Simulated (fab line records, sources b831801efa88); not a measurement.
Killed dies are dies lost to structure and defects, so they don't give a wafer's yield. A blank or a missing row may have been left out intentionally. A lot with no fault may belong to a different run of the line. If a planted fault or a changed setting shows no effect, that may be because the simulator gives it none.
Which of the tools did it? | flow gf180mcu | 36 wafers from 12 lots sampled at 6 of the route's 602 steps

## WHAT THE GAUGES SHOWED, per wafer
GF_STI_THK_MEAS_22.
lot  | measured    | on            | STI_OXIDATION_01_THK (nm)
L780 | day 2 19:29 | film_metro-02 | 15.15 15.38 15.38
L779 | day 2 19:29 | film_metro-04 | 15.15 15.18 15.34
L781 | day 3 00:25 | film_metro-02 | 15.10 15.06 14.99
L782 | day 3 09:51 | film_metro-02 | 15.27 15.56 15.27
L784 | day 3 16:41 | film_metro-04 | 15.22 15.09 15.19
L785 | day 3 21:23 | film_metro-01 | 14.85 15.05 15.01
L787 | day 4 08:01 | film_metro-02 | 15.16 14.96 15.01
L792 | day 5 08:07 | film_metro-04 | 15.09 14.76 14.67
L793 | day 5 13:53 | film_metro-01 | 14.98 15.13 14.93
L795 | day 6 00:35 | film_metro-04 | 14.30 14.66 14.71
L798 | day 6 15:08 | film_metro-02 | 15.03 14.99 15.11
L800 | day 7 04:56 | film_metro-02 | 15.66 15.57 15.64

GF_MVSD_TW_MEAS_11.
lot  | measured     | on            | MVSD_TW
L780 | day 5 03:03  | film_metro-04 | 1568 1569 1571
L779 | day 5 02:43  | film_metro-02 | 1591 1603 1586
L781 | day 5 08:37  | film_metro-04 | 1558 1557 1570
L782 | day 5 20:22  | film_metro-04 | 1566 1569 1570
L784 | day 6 05:27  | film_metro-03 | 1589 1597 1594
L785 | day 6 09:41  | film_metro-03 | 1596 1598 1594
L787 | day 6 20:35  | film_metro-02 | 1587 1590 1590
L792 | day 8 01:13  | film_metro-03 | 1599 1607 1607
L793 | day 8 07:13  | film_metro-04 | 1577 1575 1572
L795 | day 8 16:35  | film_metro-04 | 1488 1499 1494
L798 | day 9 09:11  | film_metro-04 | 1478 1484 1488
L800 | day 10 04:39 | film_metro-04 | 1579 1576 1578

GF_VT_IMPLANT_RS_MEAS_46: measurement is done with a four-point probe.
lot  | measured     | on            | MVSD_RS (ohm/sq)
L780 | day 8 06:54  | film_metro-03 | 457.3 457.0 456.4
L779 | day 8 06:01  | film_metro-04 | 458.5 457.3 458.2
L781 | day 8 12:55  | film_metro-03 | 457.2 456.9 457.8
L782 | day 9 01:20  | film_metro-03 | 456.6 456.2 455.5
L784 | day 9 12:46  | film_metro-04 | 459.3 459.0 460.1
L785 | day 9 17:42  | film_metro-02 | 456.8 457.8 458.7
L787 | day 10 05:21 | film_metro-03 | 456.6 456.2 456.2
L792 | day 11 15:57 | film_metro-03 | 456.1 456.8 455.9
L793 | day 11 22:08 | film_metro-02 | 457.3 457.0 456.4
L795 | day 12 10:25 | film_metro-04 | 501.5 501.5 502.3
L798 | day 13 05:15 | film_metro-03 | 505.0 503.7 502.9
L800 | day 14 04:37 | film_metro-04 | 456.8 455.8 456.7

GF_V1_THK_MEAS_25: measures by xrf.
lot  | measured     | on            | V1_W_THK (nm)
L780 | day 19 02:09 | film_metro-04 | 349 364 350
L779 | day 18 23:33 | film_metro-04 | 349 350 347
L781 | day 19 12:42 | film_metro-02 | 352 354 354
L782 | day 20 05:11 | film_metro-04 | 353 350 347
L784 | day 20 21:47 | film_metro-02 | 355 351 357
L785 | day 21 09:25 | film_metro-02 | 363 358 358
L787 | day 21 21:24 | film_metro-04 | 360 369 357
L792 | day 23 21:15 | film_metro-01 | 344 348 347
L793 | day 23 23:09 | film_metro-01 | 352 359 350
L795 | day 24 11:41 | film_metro-04 | 350 356 350
L798 | day 25 07:20 | film_metro-02 | 360 360 374
L800 | day 26 07:52 | film_metro-04 | 351 351 355

## EACH LOT AND THE TOOL THAT RAN IT (in order: tool; ch and the chambers of the sampled wafers; start)
lot  | GF_MVSD_IMPLANT_08              | GF_M1_SPUTTER_03
L780 | implanter-02 ch 0, day 5 02:39  | pvd_sputter-04, day 17 00:56
L779 | implanter-04 ch 0, day 5 02:19  | pvd_sputter-04, day 16 21:55
L781 | implanter-04 ch 0, day 5 08:13  | pvd_sputter-01, day 17 11:44
L782 | implanter-02 ch 0, day 5 20:00  | pvd_sputter-01, day 18 02:22
L784 | implanter-01 ch 0, day 6 05:03  | pvd_sputter-04, day 18 19:40
L785 | implanter-04 ch 0, day 6 09:17  | pvd_sputter-01, day 19 06:20
L787 | implanter-02 ch 0, day 6 20:11  | pvd_sputter-03, day 19 17:52
L792 | implanter-01 ch 0, day 8 00:50  | pvd_sputter-01, day 21 20:01
L793 | implanter-04 ch 0, day 8 06:50  | pvd_sputter-03, day 21 22:34
L795 | implanter-04 ch 0, day 8 16:11  | pvd_sputter-03, day 22 11:28
L798 | implanter-04 ch 0, day 9 08:47  | pvd_sputter-04, day 23 07:56
L800 | implanter-02 ch 0, day 10 04:16 | pvd_sputter-01, day 24 10:37
- GF_MVSD_IMPLANT_08
- GF_M1_SPUTTER_03: material Ti, target thk 10 nm, time 6.7 s.

## AS READ BY THE TOOLS THEMSELVES (means over the sampled wafers that have a number; for cases with no such wafer, the mark the record gives instead)
GF_MVSD_IMPLANT_08.
lot  | tool         | dose_ions_cm2 | end_station_pressure_torr (Torr) | faraday_current_uA
L780 | implanter-02 | 1.6000e+13    | 5.02e-06                         | 91.0
L779 | implanter-04 | 1.6000e+13    | 4.95e-06                         | 90.5
L781 | implanter-04 | 1.6005e+13    | 5.17e-06                         | 92.4
L782 | implanter-02 | 1.6003e+13    | 4.93e-06                         | 92.1
L784 | implanter-01 | 1.6028e+13    | 5.26e-06                         | 89.7
L785 | implanter-04 | 1.5990e+13    | 5.19e-06                         | 89.3
L787 | implanter-02 | 1.6000e+13    | 4.81e-06                         | 92.3
L792 | implanter-01 | 1.5992e+13    | 5.43e-06                         | 90.2
L793 | implanter-04 | 1.6003e+13    | 4.91e-06                         | 90.4
L795 | implanter-04 | 1.3253e+13    | 4.94e-06                         | 74.5
L798 | implanter-04 | 1.3227e+13    | 4.94e-06                         | 72.7
L800 | implanter-02 | 1.6011e+13    | 5.30e-06                         | 90.3

GF_M1_SPUTTER_03.
lot  | tool           | throttle_valve_pct (%)
L780 | pvd_sputter-04 | 29.3
L779 | pvd_sputter-04 | 29.7
L781 | pvd_sputter-01 | 30.4
L782 | pvd_sputter-01 | 30.3
L784 | pvd_sputter-04 | 30.1
L785 | pvd_sputter-01 | 30.2
L787 | pvd_sputter-03 | 30.0
L792 | pvd_sputter-01 | 30.3
L793 | pvd_sputter-03 | 30.1
L795 | pvd_sputter-03 | 30.0
L798 | pvd_sputter-04 | 30.5
L800 | pvd_sputter-01 | 29.9

## THE ANSWER, worked out from the rows above alone
Rule: what is usual is taken from the lots themselves. The widest of any qualifying gaps counts: lots, ordered by their means at a reading, are off when they make up no more than a third of the lots, leave a main group of 4 or more, and stand apart from it by 3 or more times the standard deviation of that group's means. A main group is skipped when, at the precision printed for the reading in the tables above, its means are all equal. Also off: a lot with no number at a reading for which 4 or more lots have one. Any other lot the step has rows for is counted as sound. First the gauges in route order, then the tools' own readings, where a lot's mean is used as printed above. At the first step where some lot is off, the reading lying furthest off is the one used; lots without a number count as furthest.
Off: L795, L798, seen at GF_MVSD_TW_MEAS_11 (MVSD_TW). The main group has a mean of 1583 with a standard deviation of 14.
A tool fits if, at a process step before that reading, it ran every lot that is off, and no sound lot after the first of them. The gauges at GF_MVSD_TW_MEAS_11 aren't tried: what is off there is off at GF_MVSD_IMPLANT_08 too, on other tools, and a gauge's error can't cause that. One fits: GF_MVSD_IMPLANT_08 on implanter-04. Its last sound lot is L793 (day 8 06:50), its first lot that is off L795 (day 8 16:11): a fault that began between those two fits.
The tool's own readings at GF_MVSD_IMPLANT_08 bear it out: on the lots that are off they differ by more than 5 times the standard deviation of the sound lots' means. dose_ions_cm2 reads 1.3240e+13 there against 1.6003e+13 on the sound lots; faraday_current_uA reads 73.6 there against 90.8 on the sound lots.

## WHAT HAD BEEN PUT IN BY THE SIMULATOR
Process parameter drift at GF_MVSD_IMPLANT_08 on implanter-04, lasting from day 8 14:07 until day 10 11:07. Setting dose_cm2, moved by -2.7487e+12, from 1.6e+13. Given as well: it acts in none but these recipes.
Lots struck among those shown: L795, L798. The same result came from the rule above.
